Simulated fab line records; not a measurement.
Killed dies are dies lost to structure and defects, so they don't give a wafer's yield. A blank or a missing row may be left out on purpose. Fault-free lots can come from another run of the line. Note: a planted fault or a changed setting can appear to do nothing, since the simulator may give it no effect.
fab line records | flow sfqLine
record lots=15 wafers=45 lastDay=80
route steps=325 shown I7@297
lots untouched by any fault: they come from a run of this same line in which no faults occurred
startH: start of the lot's first displayed wafer, in hours after the record's first day | waitH: hours since the lot's step before | " identical to the entry in the row above | L1.1+2: a row that stands for several wafers | - either no value or no given start | * or withheld: withheld | < > ~ a bound
route shown NAME@n: NAME is a module with steps in the file, n the number in the route of the first one | usual: average and standard deviation across the fault-free wafers | same: alike in all rows | chamber/n: place in a boat | sites: readings site by site | _std_site: standard deviation of those values | _edge_site: mean of outer sites minus mean of inner sites | radiusMm: how far each site lies from the wafer's centre | mask NAME#n: copy n | behind: the last tool/chamber to shape the wafer | hold: why the lot was held/for how many hours/how that ended | device: whichever transistor did not switch (one of n, p or np) | end of line: the tests these same wafers got at the end of their route | step lacking rows: just its recipe | killed: not the wafer's yield, but the dies lost to structure and defects at the first sort | map: dies across one wafer; x = killed, . = not, _ = none there
set.NAME: the run value of the setting; set.NAME@STEP: its run value at that earlier step | model.NAME: the simulator's own value behind a step, which no gauge read
route steps across a sampled set of lots; one table per step, one row per wafer
services: from which hour (startH, from the record's first day; less than 0 if before it) a tool's chamber was out of use, for how many hours, and why
## steps
# step SFQ_TRILAYER_I7_CMP_CMP_184
# recipe material=SiO2 downForcePsi=3 platenRpm=60 padVelocityMS=0.94248
# usual motorCurrentA=10.5/0.86 slurryFilterDpKPa=13.50/0.13 timeToEndpointS=218/8.9
# columns lot.wafer tool chamber startH waitH motorCurrentA slurryFilterDpKPa timeToEndpointS
L331.2 cmp-01 3 1656.73 0.7 9.3 13.45 219
L331.3 " 0 " " 9.8 13.53 209
L331.6 " 2 1658.23 2.2 10.5 13.62 217
L332.4 cmp-02 3 1684.84 0.0 10.3 13.31 205
L332.1 " 0 " " 11.1 13.52 204
L332.6 " 3 1686.84 2.0 10.7 13.20 203
L334.2 cmp-01 2 1774.23 10.4 11.1 13.27 227
L334.4 " 3 " " 9.2 13.75 234
L334.5 " 2 1776.23 12.3 11.2 13.46 231
L336.2 cmp-02 3 1831.86 5.6 10.4 13.52 212
L336.4 " 0 " " 10.8 13.40 227
L336.6 " 2 1833.36 7.0 11.6 13.47 211
L338.1 cmp-02 1 1837.36 3.0 9.7 13.61 225
L338.4 " 3 1838.36 3.9 10.4 13.56 213
L338.5 " 0 " " 11.3 13.32 226
L339.4 cmp-01 1 1837.64 2.8 8.9 13.43 227
L339.2 " 2 " " 11.2 13.54 219
L339.5 " 1 1839.64 4.8 9.0 13.66 221
L340.2 cmp-02 0 1839.86 3.9 11.4 13.73 214
L340.1 " 3 1841.36 5.4 10.8 13.46 213
L340.5 " 0 " " 11.4 13.40 229
L341.4 cmp-01 0 1840.14 1.7 10.3 13.34 217
L341.1 " 2 1841.14 2.7 11.2 13.24 219
L341.2 " 3 " " 9.5 13.58 226
L342.4 cmp-01 0 1844.95 0.5 9.7 13.68 210
L342.5 " 3 1846.45 2.0 9.5 13.57 177
L342.6 " 0 " " 10.4 13.32 215
L343.1 cmp-01 0 1850.75 1.5 10.1 13.46 216
L343.5 " 1 " " 9.0 13.42 185
L343.6 " 2 " " 11.1 13.74 230
L344.4 cmp-02 3 1851.63 1.2 11.1 13.50 211
L344.3 " 0 " " 11.0 13.42 217
L344.6 " 3 1853.63 3.2 10.8 13.54 206
L345.2 cmp-01 1 1853.85 1.0 9.0 13.70 218
L345.3 " 2 " " 11.2 13.65 181
L345.6 " 3 " " 9.4 13.68 227
L352.2 cmp-02 1 1887.48 6.9 10.3 13.45 221
L352.4 " 0 1888.98 8.4 11.5 13.38 221
L352.6 " 2 1889.98 9.4 11.1 13.38 209
L353.2 cmp-02 2 1890.48 8.7 11.5 13.67 212
L353.1 " 3 " " 10.7 13.41 208
L353.3 " 0 " " 11.2 13.71 216
L354.4 cmp-02 2 1893.48 9.3 11.3 13.49 218
L354.3 " 3 " " 11.0 13.64 198
L354.6 " 3 1895.98 11.8 10.3 13.46 210
# step SFQ_TRILAYER_I7_METRO_MEASURE_185
# usual thkNm=200.5/1.4
# columns lot.wafer tool chamber startH waitH thkNm
L331.2 filmMetro-04 - 1659.55 0.3 203.0
L331.3 " - " " 200.3
L331.6 " - " " 203.2
L332.1 filmMetro-04 - 1687.96 0.1 200.0
L332.4 " - " " 198.3
L332.6 " - " " 198.0
L334.2 filmMetro-04 - 1777.55 0.3 202.5
L334.4 " - " " 203.7
L334.5 " - " " 201.7
L336.2 filmMetro-03 - 1834.18 0.3 199.2
L336.4 " - " " 201.1
L336.6 " - " " 201.0
L338.1 filmMetro-04 - 1839.98 0.1 200.8
L338.4 " - " " 199.7
L338.5 " - " " 200.9
L339.2 filmMetro-03 - 1840.46 0.3 201.1
L339.4 " - " " 199.7
L339.5 " - " " 200.5
L340.1 filmMetro-01 - 1842.98 0.1 197.8
L340.2 " - " " 200.8
L340.5 " - " " 200.1
L341.1 filmMetro-04 - 1843.26 0.1 200.6
L341.2 " - " " 201.3
L341.4 " - " " 199.9
L342.4 filmMetro-03 - 1848.17 0.6 198.2
L342.5 " - " " 250.9
L342.6 " - " " 198.9
L343.1 filmMetro-03 - 1852.37 0.1 200.9
L343.5 " - " " 250.7
L343.6 " - " " 202.8
L344.3 filmMetro-01 - 1854.65 0.5 199.4
L344.4 " - " " 198.0
L344.6 " - " " 198.8
L345.2 filmMetro-04 - 1856.17 0.3 199.9
L345.3 " - " " 250.5
L345.6 " - " " 201.0
L352.2 filmMetro-04 - 1890.80 0.3 201.4
L352.4 " - " " 198.3
L352.6 " - " " 198.8
L353.1 filmMetro-03 - 1893.60 0.1 198.8
L353.2 " - " " 198.8
L353.3 " - " " 199.1
L354.3 filmMetro-04 - 1897.00 0.5 198.6
L354.4 " - " " 198.9
L354.6 " - " " 198.7
# step SFQ_TRILAYER_I7_VIA_ETCH_VIA_ETCH_190
# recipe target=SiO2 stopOn=Nb maskMaterial=PR taperDeg=20 chemistry=CHF3 targetDepthNm=260 sourceW=500 biasW=80 pressureMtorr=30 timeS=withheld
# usual biasW=80.02/0.24 drypumpMotorCurrentA=5.7/0.41 oesProductAu=0.856/0.0052
# columns lot.wafer tool chamber startH waitH biasW drypumpMotorCurrentA oesProductAu
L331.2 rieDiel-03 1 1721.03 0.0 79.73 5.9 0.858
L331.3 " 2 " " 79.80 5.1 0.859
L331.6 " 2 " " 79.61 5.2 0.856
L332.1 rieDiel-03 2 1733.03 0.0 80.18 5.2 0.861
L332.4 " 0 " " 79.96 5.8 0.848
L332.6 " 3 " " 79.84 5.5 0.864
L334.2 rieDiel-02 0 1789.43 0.0 80.28 5.3 0.860
L334.4 " 1 " " 79.78 5.5 0.870
L334.5 " 1 " " 79.89 5.5 0.866
L336.2 rieDiel-01 1 1837.51 0.0 80.26 6.2 0.843
L336.4 " 1 " " 79.80 6.2 0.858
L336.6 " 2 " " 80.10 5.6 0.858
L338.1 rieDiel-01 2 1845.34 0.0 79.83 5.6 0.853
L338.4 " 1 " " 79.93 6.2 0.854
L338.5 " 0 " " 79.92 6.6 0.855
L339.2 rieDiel-03 3 1846.54 0.0 79.98 5.5 0.857
L339.4 " 2 " " 79.99 5.2 0.857
L339.5 " 3 " " 80.58 5.5 0.854
L340.1 rieDiel-01 1 1847.74 0.0 80.06 6.2 0.847
L340.2 " 2 " " 79.69 5.6 0.859
L340.5 " 0 " " 80.23 6.6 0.853
L341.1 rieDiel-02 1 1848.94 0.0 80.16 5.5 0.856
L341.2 " 2 " " 79.80 6.1 0.862
L341.4 " 2 " " 79.69 6.1 0.858
L342.4 rieDiel-01 3 1852.54 0.0 79.99 6.0 0.846
L342.5 " 3 " " 79.98 6.1 0.968
L342.6 " 0 " " 79.92 6.6 0.846
L343.1 rieDiel-03 2 1856.14 0.0 79.75 5.2 0.861
L343.5 " 3 " " 80.07 5.5 0.977
L343.6 " 2 " " 79.61 5.2 0.852
L344.3 rieDiel-01 1 1858.54 0.0 79.75 6.1 0.852
L344.4 " 2 " " 80.38 5.6 0.845
L344.6 " 3 " " 79.35 6.1 0.850
L345.2 rieDiel-02 2 1859.74 0.0 79.71 6.1 0.860
L345.3 " 0 " " 80.12 5.3 0.972
L345.6 " 2 " " 80.56 6.1 0.859
L352.2 rieDiel-03 0 1902.80 0.0 79.63 5.8 0.857
L352.4 " 2 " " 80.04 5.2 0.852
L352.6 " 3 " " 79.94 5.5 0.842
L353.1 rieDiel-02 1 1904.00 0.0 80.21 5.6 0.855
L353.2 " 2 " " 79.71 6.1 0.848
L353.3 " 3 " " 79.82 5.2 0.853
L354.3 rieDiel-03 0 1905.20 0.0 79.64 5.8 0.854
L354.4 " 1 " " 80.06 5.9 0.850
L354.6 " 0 " " 79.69 5.8 0.848
## services
# columns tool chamber startH hours kind
rieDiel-03 1 1656.94 2.0 repair
filmMetro-03 - 1659.27 0.9 pm
rieDiel-02 - 1666.09 15.6 pm
cmp-01 - 1666.24 8.2 pm
filmMetro-04 - 1709.96 1.4 pm
cmp-01 - 1732.12 1.4 repair
filmMetro-04 - 1744.63 1.8 pm
filmMetro-04 - 1757.55 6.3 pm
cmp-02 - 1770.54 5.2 pm
rieDiel-01 - 1774.22 0.3 repair
cmp-02 - 1775.72 4.0 pm
cmp-02 - 1777.46 1.1 repair
filmMetro-03 - 1804.36 2.1 pm
cmp-02 - 1810.45 0.8 repair
cmp-02 - 1817.39 1.5 repair
rieDiel-03 1 1818.90 54.2 repair
rieDiel-01 3 1826.60 12.8 repair
rieDiel-01 - 1838.14 0.4 repair
cmp-01 - 1858.56 4.4 repair
filmMetro-04 - 1862.59 0.6 pm
filmMetro-03 - 1864.45 1.5 pm
cmp-02 - 1872.75 4.5 pm
cmp-02 - 1901.34 1.7 repair
filmMetro-03 - 1904.27 0.7 pm
## key
firstSign step=SFQ_TRILAYER_I7_CMP_CMP_184 reading=timeToEndpointS direction=down sigmas=4.1 usual=* struck=*
effect step=SFQ_TRILAYER_I7_METRO_MEASURE_185 reading=thkNm direction=up sigmas=37 usual=200.5 struck=250.7
effect step=SFQ_TRILAYER_I7_VIA_ETCH_VIA_ETCH_190 reading=oesProductAu direction=up sigmas=23 usual=0.856 struck=0.972
metAt SFQ_TRILAYER_I7_CMP_CMP_184
struckLots L342,L343,L345
struckWafers L342.5,L343.5,L345.3
fault kind=processParameterDrift tool=cmp-01 chamber=- onsetH=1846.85 steps=SFQ_TRILAYER_I7_CMP_CMP_184 channel=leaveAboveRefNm offset=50 shape=step endH=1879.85 scope=struckWafersOnly actsIn=theseRecipesOnly stated=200
